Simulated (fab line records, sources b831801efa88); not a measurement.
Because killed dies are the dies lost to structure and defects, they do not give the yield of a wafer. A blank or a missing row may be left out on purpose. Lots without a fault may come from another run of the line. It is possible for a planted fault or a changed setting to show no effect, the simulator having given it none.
Matching of chambers -- flow sky130 -- rie-diel-04 running SKY_VIA4_ETCH_12: 4 sister chambers
The step etches SiO2 in C4F8/O2/Ar, stops on TiN, target depth 580 nm. 4 wafers are shown with their chamber, then 12 later ones without.

== WAFERS, EACH WITH ITS CHAMBER ==
wafer,chamber,oes-product-au (a.u.)
L089.1,3,0.924
L089.3,1,0.930
L091.3,2,0.923
L091.5,0,0.928

== WAFERS WITHOUT THEIR CHAMBER ==
wafer,oes-product-au (a.u.)
L093.1,0.930
L093.2,0.923
L093.3,0.941
L093.4,0.925
L093.5,0.926
L093.6,0.926
L094.3,0.923
L094.4,0.933
L094.5,0.921
L095.2,0.928
L095.3,0.929
L095.6,0.928

== CHAMBER TAKEN BY EACH ==
wafer,from the rows above,in truth
L093.1,can't be placed: 1 or 0 or 3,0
L093.2,can't be placed: 2 or 3 or 0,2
L093.3,can't be placed: 1 or 0 or 3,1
L093.4,can't be placed: 3 or 2 or 0 or 1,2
L093.5,can't be placed: 0 or 3 or 2 or 1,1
L093.6,can't be placed: 0 or 3 or 2 or 1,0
L094.3,can't be placed: 2 or 3 or 0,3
L094.4,can't be placed: 1 or 0 or 3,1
L094.5,can't be placed: 2 or 3 or 0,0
L095.2,can't be placed: 0 or 1 or 3 or 2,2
L095.3,can't be placed: 0 or 1 or 3 or 2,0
L095.6,can't be placed: 0 or 1 or 3 or 2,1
Placed correctly: 0 of 12. Not placeable from these rows: 12 (in 12, the candidates include the true chamber). 0 placed wrongly.
How it was worked out, from the rows above alone: a wafer's distance from a chamber is the root of the sum, over the readings, of the square of ((its reading less the chamber's mean) divided by the reading's scatter). If the next closest chamber is less than 2 further off than the closest, the wafer can't be placed; otherwise it belongs to the closest. The mean given for a chamber averages the wafers shown for that chamber. The scatter: with one shown wafer a chamber, the root of the mean of the squares of how far each hidden wafer lies from its nearest shown one.
